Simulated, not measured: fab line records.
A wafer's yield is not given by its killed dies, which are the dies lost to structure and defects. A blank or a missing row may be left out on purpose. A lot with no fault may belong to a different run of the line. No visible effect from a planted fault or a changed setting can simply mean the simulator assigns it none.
Which of the tools did it?	flow sky130	30 wafers from 10 lots sampled at 3 of the route's 708 steps

## WHAT EACH GAUGE READ, for each wafer
SKY_SPACER_THK_MEAS_01.
lot	measured	on	SPACER_CVD_00_THK (nm)
L543	day 23 04:58	film-metro-03	42.6 42.8 42.4
L547	day 24 15:02	film-metro-03	43.4 43.4 42.9
L550	day 25 19:38	film-metro-01	43.4 43.5 43.3
L553	day 26 19:28	film-metro-03	46.4 46.5 46.5
L554	day 27 03:55	film-metro-01	45.9 46.1 45.6
L562	day 30 00:38	film-metro-01	43.5 43.4 43.4
L563	day 30 02:53	film-metro-03	43.0 42.8 43.1
L564	day 30 06:30	film-metro-01	43.1 43.7 43.1
L565	day 30 19:34	film-metro-02	43.7 43.4 43.4
L566	day 31 02:59	film-metro-03	42.9 42.3 42.7

## EACH LOT AND THE TOOL THAT RAN IT (in order: tool; ch and the chambers of the sampled wafers; start)
lot	SKY_LDD_LDN_STRIP_12	SKY_SPACER_CVD_00
L543	plasma-asher-01 ch 1, day 23 02:55	lpcvd-02 ch 1, day 23 03:10
L547	plasma-asher-01 ch 1, day 24 13:36	lpcvd-02 ch 0, day 24 13:49
L550	plasma-asher-03 ch 0,1, day 25 18:14	lpcvd-02 ch 0, day 25 18:24
L553	plasma-asher-01 ch 0,1, day 26 18:02	lpcvd-02 ch 1, day 26 18:15
L554	plasma-asher-01 ch 0,1, day 27 02:29	lpcvd-02 ch 0, day 27 02:42
L562	plasma-asher-01 ch 0,1, day 29 23:14	lpcvd-02 ch 1, day 29 23:25
L563	plasma-asher-03 ch 0,1, day 30 00:06	lpcvd-02 ch 0, day 30 01:40
L564	plasma-asher-03 ch 0,1, day 30 02:17	lpcvd-02 ch 0, day 30 05:17
L565	plasma-asher-02 ch 0,1, day 30 18:08	lpcvd-02 ch 0, day 30 18:21
L566	plasma-asher-02 ch 0,1, day 31 01:34	lpcvd-02 ch 1, day 31 01:45
- SKY_LDD_LDN_STRIP_12: strips in O2/N2.
- SKY_SPACER_CVD_00: deposits Si3N4 from DCS/NH3, target thk 43.1 nm, time 740 s.

## THE ANSWER, worked out from the rows above alone
Rule: what is usual is taken from the lots themselves. Put in order of their means at a reading, lots are off if they are a third of the lots or fewer, leave a main group of 4 or more, and stand apart from it by a gap of 3 or more times the standard deviation of the main group's means; of several such gaps the widest counts. A main group whose means are all the same, to the digits that the tables above print for the reading, isn't used. Also off: a lot with no number at a reading for which 4 or more lots have one. All remaining lots with rows at the step are treated as sound.
Off: at SKY_SPACER_THK_MEAS_01 (SPACER_CVD_00_THK), L553, L554. The main group has a mean of 43.1 nm with a standard deviation of 0.33.
If a tool, at a process step before that reading, ran all the lots that are off and no sound lot after the first of them, it fits. The gauges at SKY_SPACER_THK_MEAS_01 are tried like those tools. Of those tried, none fits.

## WHAT WAS PUT IN BY THE SIMULATOR
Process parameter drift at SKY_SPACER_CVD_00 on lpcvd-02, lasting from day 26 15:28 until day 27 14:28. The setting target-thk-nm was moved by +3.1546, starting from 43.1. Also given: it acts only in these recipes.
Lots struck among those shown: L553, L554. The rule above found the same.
